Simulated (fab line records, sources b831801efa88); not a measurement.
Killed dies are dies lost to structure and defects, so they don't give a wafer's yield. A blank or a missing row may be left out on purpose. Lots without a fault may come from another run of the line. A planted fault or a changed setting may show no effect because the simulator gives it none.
Chamber matching | flow sky130 | SKY_METAL3_ETCH_17 on rie_diel-04: 4 sister chambers
The step etches SiO2 in C4F8/O2/Ar, stops on TiN, time 3.9 s, target depth 15 nm. 16 wafers are shown with their chamber, then 8 later ones without.

WAFERS WITH THEIR CHAMBER
wafer  | chamber | oes_product_au (a.u.)
L076.1 | 2       | 0.756
L076.3 | 0       | 0.757
L076.5 | 3       | 0.750
L077.1 | 2       | 0.756
L077.5 | 2       | 0.766
L077.6 | 1       | 0.768
L080.2 | 3       | 0.748
L080.4 | 0       | 0.755
L080.5 | 2       | 0.759
L082.2 | 1       | 0.755
L082.4 | 3       | 0.756
L082.6 | 3       | 0.767
L084.1 | 0       | 0.755
L084.3 | 2       | 0.756
L084.4 | 3       | 0.763
L086.1 | 1       | 0.754

SIGNATURES (means of the wafers above)
reading        | chamber 0 | chamber 1 | chamber 2 | chamber 3 | scatter within a chamber
oes_product_au | 0.75567   | 0.75900   | 0.75860   | 0.75680   | 0.00624
Rule: a wafer's distance from a chamber is the root of the sum, over the readings, of the square of ((its reading less the chamber's mean) divided by the reading's scatter). The wafer belongs to the nearest chamber; if the next one is less than 2 further off, it can't be placed. The scatter: the root of (the sum of the squares of (reading less its chamber's mean) over the shown wafers, divided by (wafers less chambers)).

WAFERS WITHOUT THEIR CHAMBER
wafer  | oes_product_au (a.u.)
L086.3 | 0.767
L086.5 | 0.756
L089.1 | 0.753
L089.2 | 0.752
L089.3 | 0.750
L092.4 | 0.758
L092.5 | 0.758
L092.6 | 0.746

WHICH CHAMBER EACH WENT THROUGH
wafer  | from the rows above               | in truth
L086.3 | can't be placed: 1 or 2 or 3 or 0 | 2
L086.5 | can't be placed: 0 or 3 or 2 or 1 | 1
L089.1 | can't be placed: 0 or 3 or 2 or 1 | 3
L089.2 | can't be placed: 0 or 3 or 2 or 1 | 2
L089.3 | can't be placed: 0 or 3 or 2 or 1 | 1
L092.4 | can't be placed: 2 or 1 or 3 or 0 | 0
L092.5 | can't be placed: 2 or 1 or 3 or 0 | 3
L092.6 | can't be placed: 0 or 3 or 2 or 1 | 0
Placed correctly: 0 of 8. Can't be placed from these rows: 8 (the true chamber is among the candidates in 8). Placed wrongly: 0.
